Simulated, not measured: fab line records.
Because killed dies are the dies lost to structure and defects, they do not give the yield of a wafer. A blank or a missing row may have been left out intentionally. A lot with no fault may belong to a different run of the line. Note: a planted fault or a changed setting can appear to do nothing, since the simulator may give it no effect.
Which tool is to blame? + flow gf180mcu + 24 lots with 72 wafers sampled at 5 steps, on a route of 602 steps

== WHAT EACH GAUGE READ, for each wafer ==
GF_TOP_METAL_CD_MEAS_14: target cd 440 nm.
| lot  | measured     | on       | cdNm (nm)         |
|------|--------------|----------|-------------------|
| L074 | day 27 22:59 | cdSem-02 | 445.1 444.8 446.2 |
| L075 | day 28 10:08 | cdSem-02 | 441.9 439.8 442.9 |
| L076 | day 28 18:46 | cdSem-02 | 438.8 440.0 438.9 |
| L077 | day 28 22:29 | cdSem-01 | 444.3 442.2 442.0 |
| L078 | day 29 10:50 | cdSem-02 | 443.1 441.2 441.6 |
| L079 | day 29 16:53 | cdSem-01 | 439.4 438.6 438.3 |
| L080 | day 29 19:37 | cdSem-02 | 440.7 440.6 440.0 |
| L081 | day 30 12:55 | cdSem-02 | 438.8 438.7 438.2 |
| L082 | day 30 13:54 | cdSem-01 | 445.8 444.1 443.7 |
| L083 | day 30 17:11 | cdSem-02 | 441.6 438.3 442.7 |
| L084 | day 31 05:34 | cdSem-02 | 442.9 443.4 443.1 |
| L085 | day 31 12:08 | cdSem-01 | 440.2 442.8 442.1 |
| L086 | day 31 16:16 | cdSem-02 | 438.6 439.6 438.6 |
| L087 | day 31 21:50 | cdSem-01 | 439.8 440.3 438.6 |
| L088 | day 32 08:05 | cdSem-02 | 442.7 442.8 442.4 |
| L089 | day 32 12:53 | cdSem-01 | 441.5 442.2 444.0 |
| L090 | day 32 15:49 | cdSem-02 | 440.5 438.5 438.9 |
| L091 | day 33 00:48 | cdSem-01 | 440.0 437.3 441.7 |
| L092 | day 33 04:37 | cdSem-02 | 441.2 439.5 440.1 |
| L093 | day 33 08:01 | cdSem-01 | 443.2 443.1 440.3 |
| L094 | day 33 10:29 | cdSem-01 | 441.9 439.6 440.3 |
| L095 | day 33 21:25 | cdSem-01 | 438.8 437.3 438.8 |
| L096 | day 34 04:02 | cdSem-01 | 440.7 439.8 439.4 |
| L097 | day 34 07:26 | cdSem-01 | 439.2 438.6 440.3 |

== WHAT TOOL EACH LOT RAN ON (gives the tool, then ch and the chambers of the sampled wafers, and finally the start) ==
| lot  | GF_M3_METAL_ETCH_16              | GF_MIM_SPUTTER_09           | GF_V5_CMP_04                  | GF_V5_CMP_26                  |
|------|----------------------------------|-----------------------------|-------------------------------|-------------------------------|
| L074 | rieMetal-04 ch 0,1, day 21 00:36 | pvdSputter-03, day 24 06:53 | cmp-02 ch 0,3, day 26 04:10   | cmp-02 ch 0,1,2, day 27 02:19 |
| L075 | rieMetal-01 ch 0,1, day 21 16:18 | pvdSputter-03, day 24 20:08 | cmp-01 ch 0,3, day 26 15:56   | cmp-01 ch 0,3, day 27 13:45   |
| L076 | rieMetal-04 ch 0,1, day 22 01:40 | pvdSputter-03, day 25 05:58 | cmp-01 ch 1,2,3, day 27 00:32 | cmp-01 ch 0,2,3, day 27 22:20 |
| L077 | rieMetal-01 ch 0,1, day 22 06:07 | pvdSputter-04, day 25 10:07 | cmp-01 ch 1,3, day 27 05:01   | cmp-01 ch 1,2,3, day 28 02:41 |
| L078 | rieMetal-04 ch 0,1, day 22 22:09 | pvdSputter-04, day 25 22:43 | cmp-02 ch 1,3, day 27 16:59   | cmp-01 ch 1,2, day 28 14:43   |
| L079 | rieMetal-04 ch 0, day 23 05:10   | pvdSputter-04, day 26 05:22 | cmp-01 ch 1,2, day 27 23:56   | cmp-01 ch 0,2,3, day 28 21:41 |
| L080 | rieMetal-03 ch 0, day 23 08:49   | pvdSputter-01, day 26 09:26 | cmp-01 ch 1,2, day 28 02:59   | cmp-01 ch 0,1,3, day 29 00:26 |
| L081 | rieMetal-04 ch 0,1, day 24 05:53 | pvdSputter-04, day 27 03:47 | cmp-02 ch 1,2, day 28 21:08   | cmp-02 ch 2,3, day 29 18:12   |
| L082 | rieMetal-01 ch 0,1, day 24 06:26 | pvdSputter-03, day 27 04:44 | cmp-01 ch 1,2,3, day 28 22:02 | cmp-02 ch 1,2,3, day 29 18:40 |
| L083 | rieMetal-01 ch 0,1, day 24 11:09 | pvdSputter-03, day 27 08:34 | cmp-01 ch 0,1,3, day 29 02:08 | cmp-01 ch 0,1,3, day 29 22:38 |
| L084 | rieMetal-03 ch 0,1, day 25 03:13 | pvdSputter-01, day 27 23:07 | cmp-01 ch 2,3, day 29 14:44   | cmp-01 ch 0,3, day 30 10:42   |
| L085 | rieMetal-01 ch 0,1, day 25 09:38 | pvdSputter-04, day 28 05:44 | cmp-01 ch 0,3, day 29 22:03   | cmp-01 ch 0,1, day 30 17:43   |
| L086 | rieMetal-03 ch 0,1, day 25 17:06 | pvdSputter-04, day 28 11:56 | cmp-02 ch 0,2, day 30 03:06   | cmp-02 ch 0,1, day 30 22:29   |
| L087 | rieMetal-03 ch 0,1, day 26 00:13 | pvdSputter-01, day 28 18:57 | cmp-02 ch 1,2,3, day 30 09:05 | cmp-01 ch 0,1,3, day 31 04:22 |
| L088 | rieMetal-01 ch 0,1, day 26 10:12 | pvdSputter-03, day 29 04:18 | cmp-02 ch 1,3, day 30 19:14   | cmp-01 ch 0,1,2, day 31 14:11 |
| L089 | rieMetal-01 ch 0, day 26 17:28   | pvdSputter-03, day 29 10:14 | cmp-02 ch 0,1,3, day 31 00:17 | cmp-01 ch 0,1,3, day 31 19:41 |
| L090 | rieMetal-04 ch 0,1, day 26 21:04 | pvdSputter-03, day 29 14:17 | cmp-02 ch 0,1,3, day 31 04:02 | cmp-02 ch 0,1,2, day 31 23:19 |
| L091 | rieMetal-04 ch 1, day 27 05:52   | pvdSputter-01, day 29 23:16 | cmp-02 ch 1,2,3, day 31 12:47 | cmp-01 ch 2,3, day 32 09:19   |
| L092 | rieMetal-04 ch 0,1, day 27 11:22 | pvdSputter-03, day 30 03:27 | cmp-01 ch 2,3, day 31 17:22   | cmp-01 ch 0,1,2, day 32 13:19 |
| L093 | rieMetal-03 ch 0,1, day 27 17:01 | pvdSputter-01, day 30 08:22 | cmp-01 ch 0,2,3, day 31 21:02 | cmp-01 ch 0,2,3, day 32 16:19 |
| L094 | rieMetal-04 ch 0,1, day 27 22:12 | pvdSputter-03, day 30 14:37 | cmp-01 ch 0,3, day 32 02:40   | cmp-01 ch 0,2,3, day 32 19:24 |
| L095 | rieMetal-03 ch 0,1, day 28 07:55 | pvdSputter-03, day 30 23:01 | cmp-01 ch 0,2,3, day 32 12:34 | cmp-01 ch 0,1,3, day 33 06:23 |
| L096 | rieMetal-01 ch 0,1, day 28 16:21 | pvdSputter-03, day 31 05:55 | cmp-01 ch 0,2,3, day 32 17:04 | cmp-01 ch 1,2,3, day 33 12:23 |
| L097 | rieMetal-01 ch 0,1, day 28 22:11 | pvdSputter-03, day 31 11:56 | cmp-01 ch 2,3, day 32 21:55   | cmp-01 ch 1,2,3, day 33 16:05 |
- GF_M3_METAL_ETCH_16: etches the open film in Cl2/BCl3, stops on SiO2, target depth 627.5 nm, time 104.6 s.
- GF_MIM_SPUTTER_09: material TiN, target thk 35 nm, time 29.2 s.
- GF_V5_CMP_04: polishes SiO2.
- GF_V5_CMP_26: polishes, stops on SiO2, t overpolish 15 s, target thk 0 nm.

== WHAT THE TOOLS THEMSELVES READ (means of the sampled wafers that have a number; where no wafer has one, the mark that the record gives instead) ==
GF_M3_METAL_ETCH_16.
| lot  | tool        | drypumpMotorCurrentA (A) | oesProductAu (a.u.) | throttleValvePct (%) |
|------|-------------|--------------------------|---------------------|----------------------|
| L074 | rieMetal-04 | 5.1                      | 0.974               | 28.250               |
| L075 | rieMetal-01 | 5.8                      | 0.971               | 28.251               |
| L076 | rieMetal-04 | 5.2                      | 0.975               | 28.246               |
| L077 | rieMetal-01 | 5.7                      | 0.964               | 28.258               |
| L078 | rieMetal-04 | 5.1                      | 0.960               | 28.256               |
| L079 | rieMetal-04 | 5.4                      | 0.978               | 28.252               |
| L080 | rieMetal-03 | 6.7                      | 0.970               | 28.249               |
| L081 | rieMetal-04 | 5.3                      | 0.983               | 28.238               |
| L082 | rieMetal-01 | 5.7                      | 0.969               | 28.252               |
| L083 | rieMetal-01 | 5.7                      | 0.975               | 28.247               |
| L084 | rieMetal-03 | 6.3                      | 0.974               | 28.260               |
| L085 | rieMetal-01 | 5.8                      | 0.975               | 28.258               |
| L086 | rieMetal-03 | 5.8                      | 0.970               | 28.251               |
| L087 | rieMetal-03 | 5.8                      | 0.967               | 28.250               |
| L088 | rieMetal-01 | 5.7                      | 0.973               | 28.253               |
| L089 | rieMetal-01 | 5.7                      | 0.969               | 28.239               |
| L090 | rieMetal-04 | 5.1                      | 0.972               | 28.254               |
| L091 | rieMetal-04 | 5.0                      | 0.966               | 28.247               |
| L092 | rieMetal-04 | 5.3                      | 0.975               | 28.248               |
| L093 | rieMetal-03 | 5.8                      | 0.966               | 28.265               |
| L094 | rieMetal-04 | 5.1                      | 0.970               | 28.252               |
| L095 | rieMetal-03 | 6.3                      | 0.968               | 28.251               |
| L096 | rieMetal-01 | 5.8                      | 0.970               | 28.259               |
| L097 | rieMetal-01 | 5.7                      | 0.976               | 28.244               |

GF_MIM_SPUTTER_09.
| lot  | tool          | chamberPressurePa (Pa) | throttleValvePct (%) |
|------|---------------|------------------------|----------------------|
| L074 | pvdSputter-03 | 0.4004                 | 29.6                 |
| L075 | pvdSputter-03 | 0.4002                 | 30.7                 |
| L076 | pvdSputter-03 | 0.3998                 | 30.1                 |
| L077 | pvdSputter-04 | 0.3993                 | 29.9                 |
| L078 | pvdSputter-04 | 0.4000                 | 30.1                 |
| L079 | pvdSputter-04 | 0.3989                 | 29.0                 |
| L080 | pvdSputter-01 | 0.4003                 | 29.1                 |
| L081 | pvdSputter-04 | 0.4001                 | 31.0                 |
| L082 | pvdSputter-03 | 0.4002                 | 30.7                 |
| L083 | pvdSputter-03 | 0.4002                 | 29.6                 |
| L084 | pvdSputter-01 | 0.3987                 | 29.5                 |
| L085 | pvdSputter-04 | 0.3987                 | 29.0                 |
| L086 | pvdSputter-04 | 0.4003                 | 29.2                 |
| L087 | pvdSputter-01 | 0.4000                 | 29.4                 |
| L088 | pvdSputter-03 | 0.3998                 | 29.9                 |
| L089 | pvdSputter-03 | 0.4000                 | 30.6                 |
| L090 | pvdSputter-03 | 0.4006                 | 29.2                 |
| L091 | pvdSputter-01 | 0.4001                 | 29.0                 |
| L092 | pvdSputter-03 | 0.4004                 | 30.0                 |
| L093 | pvdSputter-01 | 0.4004                 | 29.0                 |
| L094 | pvdSputter-03 | 0.4001                 | 31.0                 |
| L095 | pvdSputter-03 | 0.4001                 | 29.6                 |
| L096 | pvdSputter-03 | 0.4002                 | 30.1                 |
| L097 | pvdSputter-03 | 0.3992                 | 30.3                 |

GF_V5_CMP_04.
| lot  | tool   | motorCurrentA (A) | slurryFlowMlMin |
|------|--------|-------------------|-----------------|
| L074 | cmp-02 | 12.6              | 149.8           |
| L075 | cmp-01 | 10.8              | 150.9           |
| L076 | cmp-01 | 11.8              | 150.1           |
| L077 | cmp-01 | 11.6              | 149.4           |
| L078 | cmp-02 | 11.2              | 149.6           |
| L079 | cmp-01 | 12.8              | 150.3           |
| L080 | cmp-01 | 12.4              | 150.0           |
| L081 | cmp-02 | 11.8              | 149.8           |
| L082 | cmp-01 | 11.7              | 150.5           |
| L083 | cmp-01 | 11.9              | 150.4           |
| L084 | cmp-01 | 11.0              | 150.2           |
| L085 | cmp-01 | 10.9              | 149.9           |
| L086 | cmp-02 | 12.9              | 150.1           |
| L087 | cmp-02 | 11.6              | 150.3           |
| L088 | cmp-02 | 11.0              | 149.6           |
| L089 | cmp-02 | 12.3              | 150.0           |
| L090 | cmp-02 | 12.0              | 149.7           |
| L091 | cmp-02 | 11.4              | 150.3           |
| L092 | cmp-01 | 10.8              | 150.1           |
| L093 | cmp-01 | 11.1              | 150.0           |
| L094 | cmp-01 | 10.9              | 149.9           |
| L095 | cmp-01 | 10.9              | 150.2           |
| L096 | cmp-01 | 10.9              | 150.0           |
| L097 | cmp-01 | 11.4              | 150.3           |

GF_V5_CMP_26.
| lot  | tool   | motorCurrentA (A) | overpolishRunS (s) | slurryFlowMlMin | timeToEndpointS (s) |
|------|--------|-------------------|--------------------|-----------------|---------------------|
| L074 | cmp-02 | 11.7              | 15.005             | 149.9           | 82.9                |
| L075 | cmp-01 | 9.8               | 14.999             | 150.3           | 79.2                |
| L076 | cmp-01 | 10.4              | 14.995             | 150.6           | 82.1                |
| L077 | cmp-01 | 10.9              | 15.003             | 150.5           | 82.6                |
| L078 | cmp-01 | 11.8              | 15.004             | 149.4           | 81.4                |
| L079 | cmp-01 | 9.6               | 14.997             | 150.3           | 86.6                |
| L080 | cmp-01 | 10.6              | 15.002             | 150.3           | 85.6                |
| L081 | cmp-02 | 10.5              | 15.001             | 149.7           | 88.4                |
| L082 | cmp-02 | 10.7              | 14.994             | 150.2           | 84.1                |
| L083 | cmp-01 | 10.8              | 14.996             | 149.8           | 83.5                |
| L084 | cmp-01 | 9.8               | 15.001             | 149.9           | 84.3                |
| L085 | cmp-01 | 11.3              | 14.999             | 150.2           | 82.6                |
| L086 | cmp-02 | 12.0              | 14.992             | 150.0           | 85.8                |
| L087 | cmp-01 | 10.2              | 15.004             | 149.8           | 84.7                |
| L088 | cmp-01 | 11.1              | 14.990             | 149.8           | 82.3                |
| L089 | cmp-01 | 10.7              | 14.990             | 150.0           | 83.0                |
| L090 | cmp-02 | 11.7              | 14.999             | 150.2           | 84.3                |
| L091 | cmp-01 | 10.5              | 14.993             | 150.2           | 83.7                |
| L092 | cmp-01 | 10.6              | 15.002             | 149.8           | 86.8                |
| L093 | cmp-01 | 9.8               | 14.999             | 150.3           | 84.8                |
| L094 | cmp-01 | 10.3              | 14.999             | 149.9           | 83.5                |
| L095 | cmp-01 | 10.3              | 15.012             | 150.5           | 81.8                |
| L096 | cmp-01 | 10.7              | 15.007             | 150.0           | 82.9                |
| L097 | cmp-01 | 11.1              | 15.000             | 149.7           | 81.2                |

== THE ANSWER, worked out from the rows above alone ==
Rule: usual is defined by the lots themselves. Put in order of their means at a reading, lots are off if they are a third of the lots or fewer, leave a main group of 4 or more, and stand apart from it by a gap of 3 or more times the standard deviation of the main group's means; of several such gaps the widest counts. A main group is skipped when, at the precision printed for the reading in the tables above, its means are all equal. A lot without any number at a reading at which 4 lots or more have one is off too. All remaining lots with rows at the step are treated as sound. First the gauges in route order, then the tools' own readings, where a lot's mean is used as printed above. The first step at which some lot is off is used, and at that step the reading that is off furthest; a lot without a number counts as furthest.
No lot is off at any reading shown: from this, nothing can be told.

== WHAT HAD BEEN PUT IN BY THE SIMULATOR ==
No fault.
